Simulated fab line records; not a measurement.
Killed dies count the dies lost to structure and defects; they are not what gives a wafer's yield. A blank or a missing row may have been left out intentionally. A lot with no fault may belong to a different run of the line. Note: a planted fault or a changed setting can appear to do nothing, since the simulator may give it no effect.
A single fault, viewed from 2 desks -- flow gf180mcu -- each desk has only its own numbers; what lay behind them comes last

== FOR THE TOOL OWNER'S DESK: cvdW-02 ==
The tool's own readings at GF_CONTACT_CVD_24 (deposits W, target thk 300 nm, time 90.339 s): means of the sampled wafers that have a number, for each lot that ran on this tool. If a lot's mean is further than 4 standard deviations from the usual mean, the lot is out of limits and carries the mark OUT (the distance appears in the brackets).
Columns: A = chamberPressureTorr at GF_CONTACT_CVD_24, usual 40.00 Torr; B = heaterPowerOuterW at GF_CONTACT_CVD_24, usual 474 W; C = heaterPowerW at GF_CONTACT_CVD_24, usual 787 W; D = susceptorTempC at GF_CONTACT_CVD_24, usual 400.02 C
lot,first seen here,A,B,C,D
L493,day 17 02:47,39.95,513,847,399.95
L497,day 18 20:39,40.06,392,675,382.25 (-81) OUT
L498,day 19 01:07,39.96,391,686,382.05 (-82) OUT
L507,day 22 09:00,40.06,465,788,400.05
L508,day 22 17:46,40.04,464,797,400.12
L512,day 23 19:34,40.01,465,787,400.03
This desk's finding: out of limits on L497, L498; first on L497, day 18 20:39 (susceptorTempC at GF_CONTACT_CVD_24). L493, L507, L508, L512: within limits.

== THE METROLOGY DESK ==
Lot by lot, what the gauges showed, no matter which tool ran the lot: averages of those sampled wafers that carry a number. If a lot's mean is further than 4 standard deviations from the usual mean, the lot is out of limits and carries the mark OUT (the distance appears in the brackets).
Columns: A = SAB_OVL at GF_SAB_OVL_MEAS_10, usual -0.8 nm; B = CONTACT_W_RS at GF_CONTACT_RS_MEAS_25, usual 0.381 ohm/sq; C = CONTACT_W_THK at GF_CONTACT_THK_MEAS_26, usual 309 nm
lot,first seen here,A,B,C
L492,day 15 16:59,0.3,0.380,313
L493,day 16 02:08,-1.1,0.383,307
L494,day 16 15:53,-1.1,0.378,311
L497,day 17 18:47,-0.3,0.544 (+39) OUT,216 (-22) OUT
L498,day 17 23:32,-0.8,0.545 (+39) OUT,214 (-22) OUT
L504,day 20 04:01,0.8,0.380,315
L506,day 20 19:31,-1.5,0.380,315
L507,day 21 07:10,-1.0,0.385,305
L508,day 21 16:17,0.7,0.385,305
L509,day 21 21:43,-2.0,0.379,310
L512,day 22 18:37,-1.9,0.381,307
This desk reports L497, L498 out of limits; the earliest was L497 at day 18 20:45 (CONTACT_W_RS at GF_CONTACT_RS_MEAS_25). L492, L493, L494, L504, L506, L507, L508, L509, L512: within limits.

== ALL TOGETHER ==
The tool owner's desk had the chance to raise an alarm at day 18 20:39 on L497, L498.
An alarm was possible from the metrology desk at day 18 20:45, on L497, L498.
Of the lots named, all ran GF_CONTACT_CVD_24 on cvdW-02.

== WHAT THE SIMULATOR HAD INSERTED ==
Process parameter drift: cvdW-02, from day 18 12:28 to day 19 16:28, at GF_CONTACT_CVD_24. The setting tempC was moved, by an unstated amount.
Struck lots among those shown: L497, L498.
Fault start to first reading out of limits, in hours, per desk: tool owner, 8; metrology, 8.
